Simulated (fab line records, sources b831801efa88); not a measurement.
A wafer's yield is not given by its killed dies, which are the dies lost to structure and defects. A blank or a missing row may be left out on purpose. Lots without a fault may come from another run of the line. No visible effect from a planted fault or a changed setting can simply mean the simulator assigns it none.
Split-lot study	flow sfq_line	5 lots, 23 wafers read, on a route of 325 steps

THE SPLIT ITSELF
At SFQ_TRILAYER_JJ_CE_LITHO_PEB_117 (peb time 60 s), the setting peb_time_s was moved away from the recipe's 60 s on 11 of the 23 wafers read, by -14.0% to +10.2%. All remaining wafers had this setting at the recipe value.

FROM SPLIT TO READING: 1 step shown by the file between the two
- SFQ_TRILAYER_JJ_CE_LITHO_DEVELOP_116: time 60 s

THE READING
cd_nm, in nm, at SFQ_TRILAYER_JJ_CE_METRO_MEASURE_117. On this fab line, fault-free wafers typically give 700.3 nm with a standard deviation of 0.99 nm.

wafer	tool, chamber at the split	peb_time_s as run, s	against the recipe	cd_nm, nm	against lot-mates on the recipe
L074.1	litho_track-02, 0	51.57	-14.0%	724.1	+22.2
L074.2	litho_track-02, 0	51.57	-14.0%	723.8	+21.9
L074.3	litho_track-02, 0	60	recipe	701.4	-
L074.4	litho_track-02, 0	51.57	-14.0%	724.2	+22.3
L074.5	litho_track-02, 0	60	recipe	702.4	-
L075.1	litho_track-01, 0	60	recipe	700.0	-
L075.2	litho_track-01, 0	60	recipe	700.3	-
L075.4	litho_track-01, 0	60	recipe	700.8	-
L079.1	litho_track-01, 0	66.09	+10.2%	686.0	-13.8
L079.3	litho_track-01, 0	60	recipe	699.8	-
L079.4	litho_track-01, 0	60	recipe	699.9	-
L079.5	litho_track-01, 0	66.09	+10.2%	687.0	-12.8
L079.6	litho_track-01, 0	66.09	+10.2%	686.1	-13.7
L081.2	litho_track-01, 0	60	recipe	700.0	-
L081.3	litho_track-01, 0	60	recipe	699.4	-
L081.4	litho_track-01, 0	51.95	-13.4%	720.6	+20.9
L081.5	litho_track-01, 0	51.95	-13.4%	721.9	+22.2
L081.6	litho_track-01, 0	60	recipe	699.8	-
L084.1	litho_track-02, 0	60	recipe	699.9	-
L084.2	litho_track-02, 0	63.24	+5.4%	693.9	-6.9
L084.3	litho_track-02, 0	63.24	+5.4%	693.7	-7.1
L084.4	litho_track-02, 0	63.24	+5.4%	694.3	-6.5
L084.5	litho_track-02, 0	60	recipe	701.8	-

FIT RESULTS
A straight line over all 23 wafers: cd_nm changes by -1.53 nm for each +1% of peb_time_s; r = -1.00; the points scatter about the line by 1.2 nm.
The same after taking each lot's own level away (the mean of its wafers on the recipe; 23 wafers): -1.5 nm for each +1%; r = -1.00; scatter 0.87 nm.
The reading moves by 21 nm for the largest change in peb_time_s, on that fit.
The lots' own levels span 699.73 to 701.90 nm, that is 2.2 times the standard deviation above.
The two slopes are in agreement: the lot-to-lot level therefore moves the slope only a little.
Check: +21.6 nm against its lot-mates is what the line predicts for one of the wafers moved furthest among these (-14.0%) when that wafer is left out of the fit. It came out at +22.2 nm against them.

FURTHER SPLITS ON THESE WAFERS
Other splits were also applied to these wafers ahead of the reading. Each is held against what the fit with the lots' levels taken away leaves over:
other split on the same wafers	wafers away from the commonest value	r with cd_nm (lot level and that fit taken away)
SFQ_TRILAYER_I2_VIA_BARC_OPEN_VIA_ETCH_096 time_s	6	+0.03
SFQ_TRILAYER_M3_LITHO_COAT_075 spin_rpm	4	+0.17
SFQ_TRILAYER_M4_LITHO_COAT_093 resist_thk_nm	11	-0.18
SFQ_TRILAYER_I4_DEP_PECVD_099 time_s	7	-0.07
SFQ_TRILAYER_I4_VIA_LITHO_COAT_103 resist_thk_nm	8	+0.13
SFQ_TRILAYER_I4_VIA_ETCH_VIA_ETCH_106 source_w	10	-0.39

THE WHOLE CHAIN: every reading that the file lists as answering this split, in the file's order
step	what it does	reading	change (the file's fit)	r (the file's)
SFQ_TRILAYER_JJ_CE_METRO_MEASURE_117		cd_nm	-1.52 nm for each +1% of the setting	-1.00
SFQ_TRILAYER_JJ_CE_BARC_OPEN_RIE_150	chemistry O2, target BARC, target depth 240 nm, time 80 s	JJ.cd_nm (the simulator's own value, which no gauge read)	-1.45 nm for each +1% of the setting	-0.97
SFQ_TRILAYER_JJ_CE_ETCH_RIE_118	chemistry SF6, target Nb, stops on Al2O3, time 97.7 s, target depth 170 nm	JJ.cd_nm (the simulator's own value, which no gauge read)	-1.46 nm for each +1% of the setting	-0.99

THE FILE'S OWN FIT
cd_nm changes by -1.52 nm for each +1% of peb_time_s, r = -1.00.
